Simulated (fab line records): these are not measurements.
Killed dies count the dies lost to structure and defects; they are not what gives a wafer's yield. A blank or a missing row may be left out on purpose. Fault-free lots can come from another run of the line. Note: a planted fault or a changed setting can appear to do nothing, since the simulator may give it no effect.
Which tool was responsible? -- flow sfqLine -- 14 lots with 42 wafers sampled at 4 steps, on a route of 325 steps

== WHAT THE GAUGES READ, wafer by wafer ==
SFQ_I4_OVL_MEAS_928.
lot,measured,on,I4_OVL (nm)
L889,day 55 14:27,overlay-02,-8 -7 -16
L890,day 55 16:50,overlay-02,-8 -3 -6
L891,day 55 19:14,overlay-02,2 1 -1
L893,day 56 03:51,overlay-02,7 1 -3
L894,day 56 06:03,overlay-02,10 8 6
L896,day 56 10:50,overlay-02,-3 -5 -1
L898,day 56 21:39,overlay-01,-11 -6 0
L901,day 57 02:26,overlay-01,-1 -3 -5
L902,day 57 04:50,overlay-01,-4 0 0
L903,day 57 06:02,overlay-01,-4 -8 -6
L905,day 57 09:38,overlay-01,0 6 7
L907,day 62 16:31,overlay-01,6 -3 4
L908,day 62 18:55,overlay-01,-6 1 -1
L910,day 63 14:07,overlay-01,6 10 4

SFQ_JJ_RS_MEAS_929: measures by four-point-probe.
lot,measured,on,JJ_NB_RS (ohm/sq)
L889,day 55 16:38,filmMetro-02,1.051 1.040 1.041
L890,day 55 19:00,filmMetro-01,1.055 1.054 1.047
L891,day 55 21:24,filmMetro-01,1.075 1.077 1.079
L893,day 56 06:37,filmMetro-02,1.050 1.032 1.050
L894,day 56 08:16,filmMetro-01,1.065 1.071 1.062
L896,day 56 13:11,filmMetro-02,1.079 1.082 1.063
L898,day 57 00:01,filmMetro-01,1.080 1.051 1.058
L901,day 57 04:36,filmMetro-03,1.050 1.041 1.051
L902,day 57 07:01,filmMetro-01,1.058 1.059 1.065
L903,day 57 08:49,filmMetro-01,1.051 1.048 1.055
L905,day 57 11:55,filmMetro-02,1.050 1.046 1.058
L907,day 62 18:49,filmMetro-03,1.050 1.054 1.054
L908,day 62 21:07,filmMetro-01,1.043 1.039 1.041
L910,day 63 16:19,filmMetro-02,1.070 1.065 1.068

== WHICH TOOL RAN EACH LOT (tool, then ch and the chambers of the sampled wafers, then the start) ==
lot,SFQ_TRILAYER_I4_VIA_BARC_OPEN_VIA_ETCH_146,SFQ_TRILAYER_JJ_TRILAYER_DEP_SPUTTER_109
L889,"rieDiel-03 ch 0,1, day 55 14:28","pvdSputter-05, day 55 15:26"
L890,"rieDiel-01 ch 0,1,2, day 55 16:52","pvdSputter-06, day 55 17:50"
L891,"rieDiel-03 ch 0,3, day 55 19:16","pvdSputter-04, day 55 20:14"
L893,"rieDiel-01 ch 0,2,3, day 56 03:53","pvdSputter-05, day 56 05:27"
L894,"rieDiel-02 ch 0,1,2, day 56 06:05","pvdSputter-04, day 56 07:02"
L896,"rieDiel-01 ch 0,2,3, day 56 10:52","pvdSputter-04, day 56 12:00"
L898,"rieDiel-01 ch 0,3, day 56 21:40","pvdSputter-06, day 56 22:48"
L901,"rieDiel-03 ch 1,2,3, day 57 02:28","pvdSputter-04, day 57 03:26"
L902,"rieDiel-01 ch 1,3, day 57 04:52","pvdSputter-06, day 57 05:50"
L903,"rieDiel-03 ch 2,3, day 57 06:04","pvdSputter-04, day 57 07:38"
L905,"rieDiel-03 ch 1,2, day 57 09:40","pvdSputter-05, day 57 10:43"
L907,"rieDiel-01 ch 0,1,3, day 62 16:32","pvdSputter-06, day 62 17:30"
L908,"rieDiel-02 ch 0,1,3, day 62 18:56","pvdSputter-05, day 62 19:55"
L910,"rieDiel-03 ch 0,1,2, day 63 14:08","pvdSputter-04, day 63 15:06"
- SFQ_TRILAYER_I4_VIA_BARC_OPEN_VIA_ETCH_146: etches BARC in O2, target depth 125 nm, time 41.7 s.
- SFQ_TRILAYER_JJ_TRILAYER_DEP_SPUTTER_109: material Nb, target thk 150 nm, time 100 s.

== AS READ BY THE TOOLS THEMSELVES (means over the sampled wafers that have a number; for cases with no such wafer, the mark the record gives instead) ==
SFQ_TRILAYER_I4_VIA_BARC_OPEN_VIA_ETCH_146.
lot,tool,drypumpMotorCurrentA (A),oesProductAu (a.u.)
L889,rieDiel-03,5.69,0.689
L890,rieDiel-01,5.57,0.689
L891,rieDiel-03,5.84,0.686
L893,rieDiel-01,5.69,0.683
L894,rieDiel-02,5.56,0.690
L896,rieDiel-01,5.70,0.682
L898,rieDiel-01,5.56,0.684
L901,rieDiel-03,5.72,0.686
L902,rieDiel-01,5.54,0.686
L903,rieDiel-03,5.66,0.682
L905,rieDiel-03,5.60,0.687
L907,rieDiel-01,5.43,0.688
L908,rieDiel-02,5.84,0.685
L910,rieDiel-03,5.65,0.685

SFQ_TRILAYER_JJ_TRILAYER_DEP_SPUTTER_109.
lot,tool,throttleValvePct (%)
L889,pvdSputter-05,30.3
L890,pvdSputter-06,29.7
L891,pvdSputter-04,31.3
L893,pvdSputter-05,29.5
L894,pvdSputter-04,31.2
L896,pvdSputter-04,31.1
L898,pvdSputter-06,29.7
L901,pvdSputter-04,31.0
L902,pvdSputter-06,28.8
L903,pvdSputter-04,30.8
L905,pvdSputter-05,29.3
L907,pvdSputter-06,29.1
L908,pvdSputter-05,30.3
L910,pvdSputter-04,31.2

== THE ANSWER, worked out from the rows above alone ==
Rule: the usual values come from the lots themselves. Put in order of their means at a reading, lots are off if they are a third of the lots or fewer, leave a main group of 4 or more, and stand apart from it by a gap of 3 or more times the standard deviation of the main group's means; of several such gaps the widest counts. A main group whose means are all the same, to the digits that the tables above print for the reading, isn't used. A lot without any number at a reading at which 4 lots or more have one is off too. Where the step has rows for the other lots, those lots are counted as sound. Order of review: gauges by route order, followed by the tools' own readings, for which a lot's mean as printed above is used. At the first step where some lot is off, the reading lying furthest off is the one used; lots without a number count as furthest.
Across all readings shown, no lot is off: no conclusion can be drawn from this.

== WHAT THE SIMULATOR HAD INSERTED ==
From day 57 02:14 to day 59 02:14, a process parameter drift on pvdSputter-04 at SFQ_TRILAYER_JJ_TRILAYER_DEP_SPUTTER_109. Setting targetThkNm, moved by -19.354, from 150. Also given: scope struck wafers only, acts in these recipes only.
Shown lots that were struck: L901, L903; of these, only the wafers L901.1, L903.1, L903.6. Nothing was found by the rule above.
